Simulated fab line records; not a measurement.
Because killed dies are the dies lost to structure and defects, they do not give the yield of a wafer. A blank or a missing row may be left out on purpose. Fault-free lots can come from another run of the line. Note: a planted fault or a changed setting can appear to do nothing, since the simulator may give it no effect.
Comparing a struck lot with a sound one	flow sky130	14 steps out of a route of 708
Sound: these wafers, L865.1, L865.2, L865.5. Wafers L864.2, L864.4, L864.5 were the ones struck. The cause is named last.
At each step with rows: each side's tool, then ch and its chambers, then its first start. Under that, the readings that differ: sound wafers	struck wafers	difference of the means	sigmas: that difference in standard deviations of wafers without a fault.
alike: words and numbers the same on both sides, and readings whose means are apart by under 2 such deviations; not compared: readings that were withheld, readings missing a value for some wafer, numbers with overlapping values and no deviation given by the record, and bounds like >300 which may hide the same value.
A row with sigmas, a row that says differs or no value, or rows on one side alone: a step with any of these is where the two part. Non-overlapping numbers with no deviation appear without sigmas and do not part them. A reading that every wafer of one side lacks parts them only if that side has two wafers or more.

first, 4 steps without rows for these wafers: SKY_PWDE_SOFTBAKE_03; SKY_PWDE_EXPOSE_04 (exposes mask PWDEM, target cd 840 nm); SKY_PWDE_PEB_05; SKY_PWDE_DEVELOP_06 (develop time 60 s).
SKY_PWDE_OVL_MEAS_07:
  sound on overlay-02, day 9 03:58; struck on overlay-02, day 8 23:26
  alike: PWDE_OVL
following that, these wafers have no rows for 1 step: SKY_PWDE_IMPLANT_08.
SKY_PWDE_STRIP_09: strips in O2/N2.
  sound on plasma_asher-03 ch 0,1, day 9 04:08; struck on plasma_asher-04 ch 0,1, day 8 23:37
  alike: drypump_motor_current_A, oes_product_au, strip_time_to_endpoint_s
  not compared: rf_hours_counter_h
SKY_PWDE_TW_MEAS_10:
  sound on film_metro-04, day 9 04:14; struck on film_metro-04, day 8 23:44
  alike: PWDE_TW
then, 4 steps without rows for these wafers: SKY_NWELL_DEHYDRATE_03 (time 60 s); SKY_NWELL_HMDS_04 (prime time 60 s); SKY_NWELL_COAT_05 (resist thk 3000 nm); SKY_NWELL_SOFTBAKE_06.
SKY_NWELL_EXPOSE_07: exposes mask NWM, target cd 840 nm.
  struck on iline_stepper-01, day 9 11:02; sound on iline_stepper-02 ch 0, day 9 16:08
  no value came back on the struck wafers for exposure_dose_mJ_cm2, focus_offset_nm (nm), na, reticle_temp_C (C); on the sound wafers exposure_dose_mJ_cm2 reads 255.11 254.79 255.09
  alike: mask
following that, these wafers have no rows for 1 step: SKY_NWELL_PEB_08.

WHERE THEY PART
SKY_NWELL_EXPOSE_07 only, going by this record.

WHY: whatever the simulator had introduced
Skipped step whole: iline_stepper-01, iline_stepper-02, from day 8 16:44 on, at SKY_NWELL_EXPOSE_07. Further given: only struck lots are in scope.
